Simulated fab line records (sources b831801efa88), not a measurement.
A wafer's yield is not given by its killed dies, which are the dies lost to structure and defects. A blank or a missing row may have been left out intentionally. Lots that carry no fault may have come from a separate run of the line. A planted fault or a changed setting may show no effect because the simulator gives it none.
Comparing a struck lot with a sound one + flow sfq line + 28 out of 325 route steps
Sound: wafers L959.2, L959.3, L959.6. Struck: wafer L957.1 (left out: L957.3, L957.5 of the same lot, which were not struck); the cause appears at the end.
At each step with rows: each side's tool, then ch and its chambers, then its first start. Under that, the readings that differ: sound wafers + struck wafers + difference of the means + sigmas: that difference in standard deviations of wafers without a fault.
alike: readings with means less than 2 such deviations apart, plus words and numbers identical on both sides. not compared: withheld readings, readings lacking a value on some wafer, bounds such as >300 that could conceal the same value, and numbers that have no deviation in the record and whose values overlap.
The two part at a step that has a row with sigmas, a row that says differs or no value, or rows on one side only. Numbers that have no deviation but don't overlap get no sigmas and don't part them. Lack of a reading on every wafer of one side parts them only where that side has two or more wafers.

first, 6 steps without rows for these wafers: SFQ_TRILAYER_M2_LITHO_COAT_062 (resist thk 62 nm); SFQ_TRILAYER_M2_LITHO_COAT_057 (resist thk 600 nm); SFQ_TRILAYER_M2_LITHO_SOFTBAKE_061; SFQ_TRILAYER_M2_LITHO_EXPOSE_058 (exposes mask M2, target cd 500 nm); SFQ_TRILAYER_M2_LITHO_PEB_060 (peb time 60 s); SFQ_TRILAYER_M2_LITHO_DEVELOP_059 (time 60 s).
SFQ_M2_OVL_MEAS_916:
  sound on overlay-02 at day 24 15:25; struck on overlay-02 at day 23 14:38
  alike: M2_OVL
SFQ_TRILAYER_M2_BARC_OPEN_METAL_ETCH_077: etches BARC in O2, target depth 125 nm, time 41.7 s.
  sound on rie metal-02 ch 0,1, day 24 15:26; struck on rie metal-04 ch 0, day 23 14:40
  alike: drypump motor current A, oes product au
  not compared: rf hours counter h
SFQ_TRILAYER_M2_ETCH_METAL_ETCH_060: etches Nb in Cl2/Ar, stops on SiO2, target depth 240 nm, time 120 s.
  sound on rie metal-02 ch 0,1, day 24 15:30; struck on rie metal-04 ch 0, day 23 14:44
  alike: drypump motor current A, oes product au
  not compared: rf hours counter h
SFQ_TRILAYER_M2_STRIP_STRIP_061: strips in O2.
  sound on rie metal-02 ch 0,1, day 24 15:38; struck on rie metal-04 ch 0, day 23 14:51
  alike: drypump motor current A, oes product au
  not compared: rf hours counter h
then, 2 steps without rows for these wafers: SFQ_TRILAYER_M2_STRIP_SOLV_CLEAN_062 (cleans in NMP, time 600 s); SFQ_TRILAYER_I2_DEP_PECVD_063 (deposits SiO2 from SiH4/N2O, time 111.11 s, target thk 500 nm).
SFQ_TRILAYER_I2_CMP_CMP_064: polishes SiO2.
  sound on cmp-01 ch 0,1,3, day 24 18:40; struck on cmp-02 ch 1, day 23 16:44
| reading                                             | sound             | struck | difference | sigmas |
|-----------------------------------------------------|-------------------|--------|------------|--------|
| model.SiO2_of_TRILAYER_I2_DEP_PECVD_063.thk nm (nm) | 202.7 202.3 199.3 | 219.4  | +18.0      |        |
  alike: edge zone pressure frac, motor current A, time to endpoint s
SFQ_I2_BOW_MEAS_917:
  sound on film metro-02 at day 24 21:11; struck on film metro-01 at day 23 18:44
| reading     | sound    | struck | difference | sigmas |
|-------------|----------|--------|------------|--------|
| I2_BOW (um) | -3 -7 -2 | 12     | +16        | +2     |
SFQ_TRILAYER_I2_METRO_MEASURE_065:
  sound on film metro-02 at day 24 21:29; struck on film metro-01 at day 23 18:52
| reading     | sound             | struck | difference | sigmas |
|-------------|-------------------|--------|------------|--------|
| thk nm (nm) | 202.7 202.1 199.2 | 219.4  | +18.1      | +16    |
then, 6 steps without rows for these wafers: SFQ_TRILAYER_I2_VIA_LITHO_COAT_072 (resist thk 62 nm); SFQ_TRILAYER_I2_VIA_LITHO_COAT_067 (resist thk 650 nm); SFQ_TRILAYER_I2_VIA_LITHO_SOFTBAKE_071; SFQ_TRILAYER_I2_VIA_LITHO_EXPOSE_068 (exposes mask I2, target cd 500 nm); SFQ_TRILAYER_I2_VIA_LITHO_PEB_070 (peb time 60 s); SFQ_TRILAYER_I2_VIA_LITHO_DEVELOP_069 (time 60 s).
-- the record jumps here: 6 days lie between the struck wafers' starts before and after --
SFQ_I2_OVL_MEAS_918:
  sound on overlay-01 at day 30 18:15; struck on overlay-01 at day 29 18:14
  alike: I2_OVL
then, 1 step without rows for these wafers: SFQ_TRILAYER_I2_VIA_BARC_OPEN_VIA_ETCH_096 (etches BARC in O2, target depth 125 nm, time 41.7 s).
SFQ_TRILAYER_I2_VIA_ETCH_VIA_ETCH_070: etches SiO2 in CHF3, stops on Nb, target depth 260 nm.
  sound on rie diel-01 ch 0,2,3, day 30 18:19; struck on rie diel-03 ch 1, day 29 18:19
| reading                        | sound             | struck | difference | sigmas |
|--------------------------------|-------------------|--------|------------|--------|
| oes product au (a.u.)          | 0.859 0.860 0.852 | 0.909  | +0.052     | +10    |
| model.I2.feature depth nm (nm) | 202.7 202.3 199.3 | 219.4  | +18.0      |        |
| model.etch.depth nm (nm)       | 202.7 202.3 199.3 | 219.4  | +18.0      |        |
  alike: drypump motor current A
SFQ_TRILAYER_I2_VIA_STRIP_STRIP_071: strips in O2.
  sound on rie metal-03 ch 1, day 30 18:26; struck on rie metal-04 ch 0, day 29 18:26
  alike: drypump motor current A, oes product au
  not compared: rf hours counter h
then, 1 step without rows for these wafers: SFQ_TRILAYER_I2_VIA_STRIP_SOLV_CLEAN_072 (cleans in NMP, time 600 s).
SFQ_TRILAYER_M3_DEP_PRE_CLEAN_074: time 22.5 s.
  sound on pvd sputter-04 at day 30 19:13; struck on pvd sputter-03 at day 29 19:13
| reading                                             | sound             | struck | difference | sigmas |
|-----------------------------------------------------|-------------------|--------|------------|--------|
| model.SiO2_of_TRILAYER_I2_DEP_PECVD_063.thk nm (nm) | 195.2 194.8 191.8 | 211.9  | +18.0      |        |
SFQ_TRILAYER_M3_DEP_SPUTTER_073: material Nb, target thk 200 nm, time 133.3 s.
  sound on pvd sputter-04 at day 30 19:14; struck on pvd sputter-03 at day 29 19:14
  alike: throttle valve pct

== WHERE THEY PART ==
Earliest at SFQ_I2_BOW_MEAS_917; latest, in this record, at SFQ_TRILAYER_I2_VIA_ETCH_VIA_ETCH_070. Later steps at which nothing parts them and some readings are alike: SFQ_TRILAYER_I2_VIA_STRIP_STRIP_071, SFQ_TRILAYER_M3_DEP_SPUTTER_073.

WHY: what the simulator had put in
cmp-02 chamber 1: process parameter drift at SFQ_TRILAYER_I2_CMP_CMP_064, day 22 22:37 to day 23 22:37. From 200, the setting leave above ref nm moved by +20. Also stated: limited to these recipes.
